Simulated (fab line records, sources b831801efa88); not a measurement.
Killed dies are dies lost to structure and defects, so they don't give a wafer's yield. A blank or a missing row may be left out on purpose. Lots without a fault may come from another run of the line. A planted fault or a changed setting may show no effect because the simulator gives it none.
Tool commonality check | flow gf180mcu | 13 lots, 39 wafers sampled

WHY IT WAS OPENED
At GF_STI_THK_MEAS_30 the reading STI_OXIDATION_02_THK is flagged on 2 of 13 lots. Wafers without a fault read 9.98 nm, standard deviation 0.18.
Rule: a lot is flagged when every wafer of it that has a number lies more than 4 standard deviations from that mean, or none has a number. The other lots count as sound.

lot  | measured    | on            | STI_OXIDATION_02_THK (nm), wafer by wafer | flag
L225 | day 2 16:41 | film_metro-01 | 10.03 9.99 9.97                           |
L227 | day 3 06:50 | film_metro-02 | 15.68 15.74 16.15                         | FLAGGED
L228 | day 3 09:28 | film_metro-02 | 15.74 15.80 15.78                         | FLAGGED
L230 | day 3 18:00 | film_metro-01 | 10.13 10.15 10.34                         |
L236 | day 5 01:56 | film_metro-02 | 9.88 10.06 10.11                          |
L237 | day 5 06:52 | film_metro-03 | 9.62 9.63 9.62                            |
L238 | day 5 12:07 | film_metro-03 | 9.88 9.83 9.99                            |
L239 | day 5 16:24 | film_metro-03 | 9.92 10.01 10.01                          |
L241 | day 6 03:49 | film_metro-03 | 10.37 10.54 10.36                         |
L243 | day 6 15:01 | film_metro-03 | 9.80 9.68 9.71                            |
L244 | day 6 18:52 | film_metro-03 | 10.06 9.91 9.85                           |
L245 | day 7 00:39 | film_metro-03 | 9.68 9.79 9.68                            |
L246 | day 7 07:15 | film_metro-02 | 10.29 10.26 10.24                         |
The numbers of the flagged lots are 15.81 nm on average: +5.83 nm against the usual, or +32 standard deviations.

WHICH TOOL RAN EACH LOT
The record holds 1 process step before the reading, out of a route of 602 steps. In each cell: the tool, then ch and the chambers that the sampled wafers went through, then the start.
lot  | flag    | GF_STI_OXIDATION_29
L225 |         | furnace-01 ch 0, day 2 15:17
L227 | FLAGGED | furnace-01 ch 0, day 3 02:50
L228 | FLAGGED | furnace-01 ch 0, day 3 06:28 and furnace-02 ch 0, day 3 08:04
L230 |         | furnace-02 ch 0, day 3 16:37
L236 |         | furnace-02 ch 0, day 5 00:32
L237 |         | furnace-02 ch 0, day 5 05:28
L238 |         | furnace-01 ch 0, day 5 10:44
L239 |         | furnace-02 ch 0, day 5 15:00
L241 |         | furnace-01 ch 0, day 6 02:25
L243 |         | furnace-02 ch 0, day 6 13:37
L244 |         | furnace-01 ch 0, day 6 17:28
L245 |         | furnace-02 ch 0, day 6 23:15
L246 |         | furnace-02 ch 0, day 7 05:52
What these steps do:
- GF_STI_OXIDATION_29: stabilise 600 s, purge 300 s, target thk 10 nm.
- GF_STI_THK_MEAS_30

FLAGGED OVER TOTAL, TOOL BY TOOL (the gauges that took the reading come last)
step                | tool          | lots run | flagged | share of the flagged lots | sound lots run after its first flagged lot
GF_STI_OXIDATION_29 | furnace-01    | 6        | 2       | all                       | 3 (L238,L241,L244)
GF_STI_OXIDATION_29 | furnace-02    | 8        | 1       | some                      | 7 (L230,L236,L237,L239,L243,L245,L246)
GF_STI_THK_MEAS_30  | film_metro-01 | 2        | 0       | none                      | -
GF_STI_THK_MEAS_30  | film_metro-02 | 4        | 2       | all                       | 2 (L236,L246)
GF_STI_THK_MEAS_30  | film_metro-03 | 7        | 0       | none                      | -

WHAT THE TABLE ALLOWS
2 rows of the table ran every flagged lot: furnace-01 at GF_STI_OXIDATION_29, film_metro-02 at GF_STI_THK_MEAS_30.
- furnace-01 at GF_STI_OXIDATION_29: 2 of its 6 lots flagged. Sound lots ran on it after the first flagged one (L238, L241, L244), which a lasting fault on the whole tool wouldn't allow.
- film_metro-02 at GF_STI_THK_MEAS_30: 2 of its 4 lots flagged. Sound lots ran on it after the first flagged one (L236, L246), which a lasting fault on the whole tool wouldn't allow.
No row of the table ran every flagged lot and no sound lot after the first.

WHAT THE SIMULATOR HAD PUT IN
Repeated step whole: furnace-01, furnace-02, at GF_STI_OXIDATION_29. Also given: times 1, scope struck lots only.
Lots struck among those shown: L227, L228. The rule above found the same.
